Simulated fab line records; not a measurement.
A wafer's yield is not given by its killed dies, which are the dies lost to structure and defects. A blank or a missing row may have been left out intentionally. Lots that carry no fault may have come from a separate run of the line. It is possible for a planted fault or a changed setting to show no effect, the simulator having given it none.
2 desks, one fault -- flow gf180mcu -- numbers are kept per desk, each desk with only its own; the story behind them comes last

DESK OF THE TOOL OWNER: pvd-sputter-04
The tool's own readings at GF_M2_SPUTTER_02 (material AlCu, target thk 450 nm, time 23.9 s): means of the sampled wafers that have a number, for each lot that ran on this tool. Any lot whose mean is over 4 standard deviations away from the usual mean is out of limits and marked OUT; that distance is given in the brackets.
Columns: A = chamber-pressure-pa at GF_M2_SPUTTER_02, usual 0.3999 Pa; B = throttle-valve-pct at GF_M2_SPUTTER_02, usual 30.1 %
lot,first seen here,A,B
L368,day 18 19:31,0.3998,31.3
L369,day 19 16:50,0.3998,30.7
L373,day 20 21:43,0.4004,31.0
L377,day 22 16:11,0.4002,31.3
L379,day 23 04:07,0.4000,31.0
This desk's finding: nothing out of limits on any of the 5 lots.

METROLOGY DESK
What the gauges read, lot by lot, whatever tool the lot ran on: means of the sampled wafers that have a number. Any lot whose mean is over 4 standard deviations away from the usual mean is out of limits and marked OUT; that distance is given in the brackets.
Columns: A = TOP_METAL_OVL at GF_TOP_METAL_OVL_MEAS_15, usual 0.4 nm; B = PASSIVATION_BOW at GF_PASSIVATION_BOW_MEAS_14, usual 135 um
lot,first seen here,A,B
L366,day 28 09:52,0.2,131
L368,day 28 15:23,-0.4,146
L367,day 28 15:37,-0.2,131
L369,day 29 10:07,-1.0,129
L370,day 29 17:01,-0.2,131
L373,day 30 07:28,1.0,144
L372,day 30 12:01,-0.3,145
L377,day 31 15:45,2.2,118
L379,day 32 01:31,0.4,148
L381,day 32 11:42,0.7,145
L383,day 33 02:31,-0.2,124
L387,day 33 16:51,-0.2,130
L389,day 34 06:04,1.1,137
This desk's finding: nothing out of limits on any of the 13 lots.

ALL TOGETHER
The desk of the tool owner found nothing out of limits.
Nothing out of limits was seen by the metrology desk.

WHAT THE SIMULATOR PUT IN
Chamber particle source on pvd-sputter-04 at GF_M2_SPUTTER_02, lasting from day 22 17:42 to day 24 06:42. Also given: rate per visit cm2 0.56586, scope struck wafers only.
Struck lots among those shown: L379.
